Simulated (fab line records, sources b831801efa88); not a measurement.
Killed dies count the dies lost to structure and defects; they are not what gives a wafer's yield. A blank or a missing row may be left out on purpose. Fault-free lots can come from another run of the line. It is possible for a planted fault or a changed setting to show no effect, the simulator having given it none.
The tool behind it: which one? || flow sky130 || Sampling: 10 lots, 30 wafers, 3 of 708 route steps

## WHAT THE GAUGES SHOWED, per wafer
SKY_POLY_GATE_THK_MEAS_01.
{"lot": "L299", "measured": "day 14 18:01", "on": "film metro-04", "POLY_GATE_CVD_00_THK (nm)": "180.4 181.4 179.8"}
{"lot": "L300", "measured": "day 15 13:34", "on": "film metro-02", "POLY_GATE_CVD_00_THK (nm)": "181.2 181.4 183.1"}
{"lot": "L304", "measured": "day 17 07:41", "on": "film metro-02", "POLY_GATE_CVD_00_THK (nm)": "181.0 180.8 179.9"}
{"lot": "L307", "measured": "day 18 01:25", "on": "film metro-03", "POLY_GATE_CVD_00_THK (nm)": "143.6 144.0 144.4"}
{"lot": "L308", "measured": "day 18 12:07", "on": "film metro-02", "POLY_GATE_CVD_00_THK (nm)": "141.5 142.9 141.1"}
{"lot": "L316", "measured": "day 21 00:34", "on": "film metro-02", "POLY_GATE_CVD_00_THK (nm)": "179.4 179.3 179.0"}
{"lot": "L317", "measured": "day 21 02:22", "on": "film metro-03", "POLY_GATE_CVD_00_THK (nm)": "179.4 180.9 180.0"}
{"lot": "L318", "measured": "day 21 11:22", "on": "film metro-02", "POLY_GATE_CVD_00_THK (nm)": "180.4 180.0 180.1"}
{"lot": "L319", "measured": "day 21 23:59", "on": "film metro-04", "POLY_GATE_CVD_00_THK (nm)": "178.8 180.9 180.2"}
{"lot": "L320", "measured": "day 22 04:31", "on": "film metro-02", "POLY_GATE_CVD_00_THK (nm)": "182.3 182.3 182.4"}

## WHAT TOOL EACH LOT RAN ON (gives the tool, then ch and the chambers of the sampled wafers, and finally the start)
{"lot": "L299", "SKY_SONOS_ONO_STRIP_17": "plasma asher-04 ch 0,1, day 13 08:26", "SKY_POLY_GATE_CVD_00": "lpcvd-01 ch 0, day 14 16:49"}
{"lot": "L300", "SKY_SONOS_ONO_STRIP_17": "plasma asher-01 ch 0,1, day 13 23:57", "SKY_POLY_GATE_CVD_00": "lpcvd-01 ch 1, day 15 12:22"}
{"lot": "L304", "SKY_SONOS_ONO_STRIP_17": "plasma asher-04 ch 0,1, day 15 10:08", "SKY_POLY_GATE_CVD_00": "lpcvd-01 ch 1, day 17 06:28"}
{"lot": "L307", "SKY_SONOS_ONO_STRIP_17": "plasma asher-03 ch 0,1, day 16 07:06", "SKY_POLY_GATE_CVD_00": "lpcvd-01 ch 1, day 18 00:13"}
{"lot": "L308", "SKY_SONOS_ONO_STRIP_17": "plasma asher-04 ch 0,1, day 16 15:35", "SKY_POLY_GATE_CVD_00": "lpcvd-01 ch 1, day 18 10:55"}
{"lot": "L316", "SKY_SONOS_ONO_STRIP_17": "plasma asher-04 ch 0,1, day 19 12:04", "SKY_POLY_GATE_CVD_00": "lpcvd-01 ch 1, day 20 23:21"}
{"lot": "L317", "SKY_SONOS_ONO_STRIP_17": "plasma asher-04 ch 0,1, day 19 12:20", "SKY_POLY_GATE_CVD_00": "lpcvd-01 ch 0, day 21 00:33"}
{"lot": "L318", "SKY_SONOS_ONO_STRIP_17": "plasma asher-03 ch 0,1, day 19 22:59", "SKY_POLY_GATE_CVD_00": "lpcvd-01 ch 1, day 21 10:10"}
{"lot": "L319", "SKY_SONOS_ONO_STRIP_17": "plasma asher-04 ch 0, day 20 10:23", "SKY_POLY_GATE_CVD_00": "lpcvd-01 ch 0, day 21 22:46"}
{"lot": "L320", "SKY_SONOS_ONO_STRIP_17": "plasma asher-01 ch 0,1, day 20 16:23", "SKY_POLY_GATE_CVD_00": "lpcvd-01 ch 1, day 22 03:19"}
- SKY_SONOS_ONO_STRIP_17: strips in O2/N2.
- SKY_POLY_GATE_CVD_00: deposits poly-Si, target thk 180 nm, time 720 s.

## THE ANSWER, worked out from the rows above alone
Rule: what is usual is taken from the lots themselves. The widest of any qualifying gaps counts: lots, ordered by their means at a reading, are off when they make up no more than a third of the lots, leave a main group of 4 or more, and stand apart from it by 3 or more times the standard deviation of that group's means. A main group is skipped when, at the precision printed for the reading in the tables above, its means are all equal. Also off: a lot with no number at a reading for which 4 or more lots have one. All remaining lots with rows at the step are treated as sound.
Off: at SKY_POLY_GATE_THK_MEAS_01 (POLY_GATE_CVD_00_THK), L307, L308. The main group: mean 180.6 nm, standard deviation 0.96.
A tool fits if, at a process step before that reading, it ran every lot that is off, and no sound lot after the first of them. The gauges at SKY_POLY_GATE_THK_MEAS_01 are tried like those tools. No candidate that was tried fits.

## WHAT WAS PUT IN BY THE SIMULATOR
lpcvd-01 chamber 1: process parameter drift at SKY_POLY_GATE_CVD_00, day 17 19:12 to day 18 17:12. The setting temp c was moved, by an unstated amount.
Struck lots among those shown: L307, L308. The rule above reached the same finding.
